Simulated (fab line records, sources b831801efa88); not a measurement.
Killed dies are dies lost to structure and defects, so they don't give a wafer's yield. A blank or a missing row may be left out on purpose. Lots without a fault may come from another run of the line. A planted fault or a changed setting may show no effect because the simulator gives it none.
A struck lot beside a sound one | flow sky130 | 30 steps out of a route of 708
Sound: wafers L881.1, L881.3, L881.4. Struck: wafers L885.3, L885.4, L885.6. The cause comes at the end.
At each step with rows: each side's tool, then ch and its chambers, then its first start. Under that, the readings that differ: sound wafers | struck wafers | difference of the means | sigmas: that difference in standard deviations of wafers without a fault.
alike: readings whose means differ by less than 2 such deviations, and words and numbers that are the same on both sides. not compared: withheld readings, readings that some wafer has no value for, bounds like >300 that may hide the same value, and numbers for which the record gives no deviation and whose values overlap.
The two part at a step that has a row with sigmas, a row that says differs or no value, or rows on one side only. Numbers that don't overlap but have no deviation are shown without sigmas and don't part them. A reading that every wafer of one side lacks parts them only if that side has two wafers or more.

first, 5 steps without rows for these wafers: SKY_SONOS_ONO_COAT_08 (resist thk 1140 nm); SKY_SONOS_ONO_SOFTBAKE_09 (time 60 s); SKY_SONOS_ONO_EXPOSE_10 (exposes mask ONOM, target cd 410 nm); SKY_SONOS_ONO_PEB_11; SKY_SONOS_ONO_DEVELOP_12 (develop time 60 s).
SKY_SONOS_ONO_CD_MEAS_13: target cd 410 nm.
  sound on cd_sem-01, day 12 11:49; struck on cd_sem-02, day 13 15:32
  alike: cd_nm
SKY_SONOS_ONO_OVL_MEAS_14:
  sound on overlay-01, day 12 11:56; struck on overlay-02, day 13 15:38
  alike: SONOS_ONO_OVL
SKY_SONOS_ONO_ETCH_15: etches the open film in CHF3/O2, target depth 19.52 nm, time 7.8 s.
  sound on rie_diel-04 ch 0,2,3, day 12 11:58; struck on rie_diel-02 ch 0,1, day 13 15:40
  alike: drypump_motor_current_A, oes_product_au, throttle_valve_pct
  not compared: rf_hours_counter_h
then, 1 step without rows for these wafers: SKY_SONOS_ONO_WET_ETCH_16 (etches SiO2 in dHF, target depth 14 nm, time 280 s).
SKY_SONOS_ONO_STRIP_17: strips in O2/N2.
  sound on plasma_asher-02 ch 0,1, day 12 12:04; struck on plasma_asher-04 ch 0,1, day 13 15:48
  reading               | sound             | struck            | difference | sigmas
  oes_product_au (a.u.) | 0.708 0.704 0.706 | 0.725 0.709 0.718 | +0.011     | +3
  alike: drypump_motor_current_A, o2_flow_sccm, strip_time_to_endpoint_s
  not compared: rf_hours_counter_h
then, 2 steps without rows for these wafers: SKY_SONOS_ONO_WET_ETCH_18 (etches Si3N4 in H3PO4, target depth 15 nm, time 172 s); SKY_GATE_OXIDE_CLEAN_00 (cleans in SC1/SC2, time 150 s).
SKY_GATE_OXIDE_OXIDATION_01: stabilise 600 s, purge 300 s, target thk 10.268 nm.
  sound on furnace-01 ch 0, day 12 13:16; struck on furnace-02 ch 0, day 13 16:22
  reading                                           | sound             | struck               | difference | sigmas
  ox_time_s (s)                                     | 1473 1473 1473    | 1973.8 1973.8 1973.8 | +500.8     |
  model.SiO2_of_GATE_OXIDE_OXIDATION_01.thk_nm (nm) | 10.49 10.28 10.25 | 12.84 12.62 12.8     | +2.41      |
  alike: spike_tc_bottom_C
SKY_GATE_OXIDE_THK_MEAS_02:
  sound on film_metro-02, day 12 14:40; struck on film_metro-04, day 13 17:47
  reading                          | sound             | struck            | difference | sigmas
  GATE_OXIDE_OXIDATION_00_THK (nm) | 10.47 10.33 10.24 | 12.83 12.60 12.83 | +2.41      | +9
then, 7 steps without rows for these wafers: SKY_GATE_OXIDE_DEHYDRATE_03 (time 60 s); SKY_GATE_OXIDE_HMDS_04 (prime time 60 s); SKY_GATE_OXIDE_COAT_05 (resist thk 1140 nm); SKY_GATE_OXIDE_SOFTBAKE_06 (time 60 s); SKY_GATE_OXIDE_EXPOSE_07 (exposes mask LVOM, target cd 600 nm); SKY_GATE_OXIDE_PEB_08; SKY_GATE_OXIDE_DEVELOP_09 (develop time 60 s).
SKY_GATE_OXIDE_OVL_MEAS_10:
  sound on overlay-02, day 13 15:52; struck on overlay-02, day 14 20:07
  alike: GATE_OXIDE_OVL
then, 2 steps without rows for these wafers: SKY_GATE_OXIDE_IMPLANT_11; SKY_GATE_OXIDE_WET_ETCH_12 (etches SiO2 in dHF, target depth 16.8 nm, time 336 s).
SKY_GATE_OXIDE_STRIP_13: strips in O2/N2.
  sound on plasma_asher-03 ch 0,1, day 13 16:10; struck on plasma_asher-02 ch 0,1, day 14 20:26
  alike: drypump_motor_current_A, o2_flow_sccm, oes_product_au, strip_time_to_endpoint_s
  not compared: rf_hours_counter_h
SKY_GATE_OXIDE_TW_MEAS_14:
  sound on film_metro-01, day 13 16:16; struck on film_metro-04, day 14 20:31
  alike: GATE_OXIDE_TW
then, 1 step without rows for these wafers: SKY_GATE_OXIDE_CLEAN_15 (cleans in SC1/SC2, time 150 s).
SKY_GATE_OXIDE_OXIDATION_16: stabilise 600 s, purge 300 s, target thk 3.57 nm.
  sound on furnace-01 ch 0, day 13 17:02; struck on furnace-02 ch 0, day 14 20:37
  reading                                           | sound           | struck           | difference | sigmas
  model.SiO2_of_GATE_OXIDE_OXIDATION_01.thk_nm (nm) | 11.8 11.63 11.6 | 14.02 13.8 13.96 | +2.25      |
  alike: ox_time_s, spike_tc_bottom_C
then, 1 step without rows for these wafers: SKY_POLY_GATE_CVD_00 (deposits poly-Si, target thk 180 nm, time 720 s).
-- the record jumps here: 32 days lie between the struck wafers' starts before and after (it left off in module POLY_GATE and takes up again in module PAD_OPEN, whose first step shown is number 708 of the route) --
SKY_PAD_OPEN_PROBE_99:
  sound on prober-01, day 45 12:28; struck on prober-01, day 46 17:40
  reading                                | sound                         | struck                        | difference | sigmas
  model.etest.nfet_16v.r_on_ohm_um       | 1.417e+04 1.416e+04 1.406e+04 | 1.523e+04 1.507e+04 1.529e+04 | +1.067e+03 |
  model.etest.tip_sonos.rs_ohm_sq        | 2698 2651 2647                | 3426 3328 3361                | +706       |
  model.etest.pfet_g5v0d10v5.r_on_ohm_um | 4718 4648 4687                | 5308 5219 5385                | +620       |
  model.etest.nfet_g5v0d10v5.r_on_ohm_um | 1894 1905 1877                | 2105 2071 2116                | +205       |
  model.etest.nfet_g5v0d10v5.drive_ua_um | 593.5 599.1 602.4             | 498.8 506 499.3               | -97.0      |
  model.etest.nfet_05v0_nvt.drive_ua_um  | 561.9 572.7 574.6             | 489.8 491.6 483.7             | -81.4      |
  model.etest.pfet_g5v0d10v5.drive_ua_um | 344.6 347.1 348.4             | 294.4 301.5 290.6             | -51.2      |
  alike: killed_at_M0_to_M3, killed_at_M4_up, killed_at_contacts, killed_at_front_end, killed_at_other, killed_dies, killed_open, killed_short
  not compared: model.etest.pfet_16v.r_on_ohm_um

WHERE THEY PART
First at SKY_SONOS_ONO_STRIP_17; last, within this record, at SKY_GATE_OXIDE_THK_MEAS_02. Later steps at which nothing parts them and some readings are alike: SKY_GATE_OXIDE_OVL_MEAS_10, SKY_GATE_OXIDE_STRIP_13, SKY_GATE_OXIDE_TW_MEAS_14, SKY_GATE_OXIDE_OXIDATION_16, SKY_PAD_OPEN_PROBE_99.

WHY: what the simulator had put in
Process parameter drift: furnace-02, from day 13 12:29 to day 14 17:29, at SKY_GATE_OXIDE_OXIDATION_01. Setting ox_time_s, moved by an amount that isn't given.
